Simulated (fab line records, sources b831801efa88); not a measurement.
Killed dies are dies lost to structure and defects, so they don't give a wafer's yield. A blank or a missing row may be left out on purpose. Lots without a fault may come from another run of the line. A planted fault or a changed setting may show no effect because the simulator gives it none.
Chamber matching | flow gf180mcu | GF_V3_CMP_26 on cmp-02: 4 sister chambers
The step polishes, stops on SiO2, t overpolish 15 s, target thk 0 nm. 39 wafers are shown with their chamber, then 12 later ones without.

WAFERS WITH THEIR CHAMBER
wafer  | chamber | motor_current_A (A) | time_to_endpoint_s (s) | overpolish_run_s (s)
L074.2 | 3       | 11.9                | 78                     | 15.000
L074.4 | 0       | 10.8                | 80                     | 15.005
L074.6 | 0       | 10.6                | 78                     | 15.011
L077.1 | 3       | 12.6                | 81                     | 14.990
L077.5 | 0       | 10.3                | 86                     | 14.998
L077.6 | 1       | 8.7                 | 86                     | 14.996
L078.2 | 2       | 12.8                | 81                     | 14.992
L078.3 | 1       | 8.6                 | 90                     | 14.993
L078.5 | 3       | 11.9                | 84                     | 15.003
L079.1 | 2       | 12.8                | 85                     | 14.997
L079.2 | 0       | 10.2                | 83                     | 15.010
L079.4 | 1       | 9.0                 | 87                     | 15.004
L080.1 | 1       | 8.4                 | 85                     | 14.993
L080.2 | 2       | 12.4                | 79                     | 14.987
L080.4 | 3       | 11.6                | 79                     | 14.993
L082.1 | 1       | 9.0                 | 93                     | 15.001
L082.4 | 2       | 12.9                | 81                     | 15.003
L082.5 | 0       | 10.3                | 84                     | 15.010
L084.1 | 3       | 11.8                | 82                     | 15.002
L084.4 | 1       | 9.4                 | 91                     | 14.996
L084.6 | 3       | 11.6                | 82                     | 15.002
L085.2 | 3       | 12.3                | 84                     | 15.014
L085.3 | 1       | 8.8                 | 86                     | 15.004
L085.4 | 2       | 13.0                | 82                     | 15.008
L086.2 | 3       | 12.2                | 83                     | 14.995
L086.4 | 1       | 9.5                 | 88                     | 15.018
L086.5 | 3       | 11.9                | 83                     | 15.002
L087.3 | 1       | 8.7                 | 91                     | 15.009
L087.4 | 3       | 11.3                | 84                     | 14.999
L087.6 | 0       | 9.9                 | 88                     | 14.997
L089.3 | 2       | 12.8                | 78                     | 14.998
L089.4 | 1       | 8.8                 | 86                     | 14.995
L089.5 | 0       | 10.3                | 83                     | 15.004
L091.2 | 2       | 13.2                | 84                     | 14.996
L091.4 | 1       | 8.5                 | 88                     | 15.015
L091.6 | 3       | 11.9                | 85                     | 14.992
L090.3 | 3       | 12.6                | 80                     | 15.003
L090.4 | 0       | 10.1                | 82                     | 15.001
L090.5 | 0       | 10.2                | 82                     | 14.998

SIGNATURES (means of the wafers above)
reading            | chamber 0 | chamber 1 | chamber 2 | chamber 3 | scatter within a chamber
motor_current_A    | 10.300    | 8.855     | 12.843    | 11.967    | 0.332
time_to_endpoint_s | 82.89     | 88.27     | 81.43     | 82.08     | 2.56
overpolish_run_s   | 15.00378  | 15.00218  | 14.99729  | 14.99958  | 0.0071
Rule: a wafer's distance from a chamber is the root of the sum, over the readings, of the square of ((its reading less the chamber's mean) divided by the reading's scatter). The wafer belongs to the nearest chamber; if the next one is less than 2 further off, it can't be placed. The scatter: the root of (the sum of the squares of (reading less its chamber's mean) over the shown wafers, divided by (wafers less chambers)).

WAFERS WITHOUT THEIR CHAMBER
wafer  | motor_current_A (A) | time_to_endpoint_s (s) | overpolish_run_s (s)
L092.1 | 8.9                 | 92                     | 15.012
L092.2 | 12.0                | 83                     | 14.992
L092.6 | 12.2                | 80                     | 14.985
L093.1 | 10.1                | 89                     | 15.000
L093.2 | 11.9                | 84                     | 14.985
L093.6 | 10.3                | 86                     | 14.982
L095.3 | 13.2                | 81                     | 15.004
L095.5 | 12.6                | 78                     | 15.003
L095.6 | 8.5                 | 85                     | 14.995
L096.3 | 9.0                 | 87                     | 15.004
L096.4 | 12.4                | 78                     | 15.003
L096.5 | 11.9                | 78                     | 15.004

WHICH CHAMBER EACH WENT THROUGH
wafer  | from the rows above     | in truth
L092.1 | 1                       | 1
L092.2 | can't be placed: 3 or 2 | 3
L092.6 | can't be placed: 3 or 2 | 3
L093.1 | can't be placed: 0 or 1 | 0
L093.2 | can't be placed: 3 or 2 | 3
L093.6 | can't be placed: 0 or 1 | 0
L095.3 | 2                       | 2
L095.5 | can't be placed: 2 or 3 | 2
L095.6 | 1                       | 1
L096.3 | 1                       | 1
L096.4 | can't be placed: 2 or 3 | 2
L096.5 | can't be placed: 3 or 2 | 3
Placed correctly: 4 of 12. Can't be placed from these rows: 8 (the true chamber is among the candidates in 8). Placed wrongly: 0.
